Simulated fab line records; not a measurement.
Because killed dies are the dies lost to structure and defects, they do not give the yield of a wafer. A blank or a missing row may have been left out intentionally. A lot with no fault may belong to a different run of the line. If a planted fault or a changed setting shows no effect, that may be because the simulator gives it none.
Matching of chambers / flow sky130 / cmp-02 running SKY_FIELD_ISO_CMP_27: 4 sister chambers
The step polishes, stops on Si3N4, t overpolish 16 s, target thk 457.8 nm. 8 wafers are shown with their chamber, then 9 later ones without.

== WAFERS PAIRED WITH THEIR CHAMBERS ==
wafer=L383.2; chamber=3; motor-current-A (A)=12.0; time-to-endpoint-s (s)=123
wafer=L387.1; chamber=3; motor-current-A (A)=12.3; time-to-endpoint-s (s)=117
wafer=L390.6; chamber=1; motor-current-A (A)=11.9; time-to-endpoint-s (s)=111
wafer=L395.4; chamber=2; motor-current-A (A)=13.8; time-to-endpoint-s (s)=110
wafer=L395.5; chamber=0; motor-current-A (A)=12.4; time-to-endpoint-s (s)=115
wafer=L399.1; chamber=0; motor-current-A (A)=12.3; time-to-endpoint-s (s)=115
wafer=L399.3; chamber=1; motor-current-A (A)=11.7; time-to-endpoint-s (s)=114
wafer=L399.4; chamber=2; motor-current-A (A)=14.0; time-to-endpoint-s (s)=116

== WAFERS WITH NO CHAMBER GIVEN ==
wafer=L400.3; motor-current-A (A)=13.3; time-to-endpoint-s (s)=115
wafer=L400.4; motor-current-A (A)=12.7; time-to-endpoint-s (s)=118
wafer=L400.5; motor-current-A (A)=11.9; time-to-endpoint-s (s)=112
wafer=L401.1; motor-current-A (A)=11.7; time-to-endpoint-s (s)=111
wafer=L401.3; motor-current-A (A)=13.8; time-to-endpoint-s (s)=111
wafer=L401.5; motor-current-A (A)=14.3; time-to-endpoint-s (s)=110
wafer=L405.1; motor-current-A (A)=12.1; time-to-endpoint-s (s)=104
wafer=L405.3; motor-current-A (A)=12.4; time-to-endpoint-s (s)=107
wafer=L405.5; motor-current-A (A)=13.5; time-to-endpoint-s (s)=105

== WHICH CHAMBER EACH WENT THROUGH ==
wafer=L400.3; from the rows above=2; in truth=2
wafer=L400.4; from the rows above=can't be placed: 0 or 3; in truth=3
wafer=L400.5; from the rows above=1; in truth=1
wafer=L401.1; from the rows above=1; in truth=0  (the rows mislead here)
wafer=L401.3; from the rows above=2; in truth=2
wafer=L401.5; from the rows above=2; in truth=2
wafer=L405.1; from the rows above=can't be placed: 1 or 0 or 3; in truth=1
wafer=L405.3; from the rows above=can't be placed: 0 or 1 or 3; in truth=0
wafer=L405.5; from the rows above=2; in truth=2
Correct placement for 5 of the 9. These rows do not allow placing 3 (true chamber among the candidates in 3). Placed wrongly: 1.
How it was worked out, from the rows above alone: a wafer's distance from a chamber is the root of the sum, over the readings, of the square of ((its reading less the chamber's mean) divided by the reading's scatter). The wafer belongs to the nearest chamber; if the next one is less than 2 further off, it can't be placed. Each chamber's mean is taken over the wafers shown for it. The scatter: take each reading less its chamber's mean, square it, sum over the shown wafers, divide by the number of wafers less the number of chambers, and take the root.
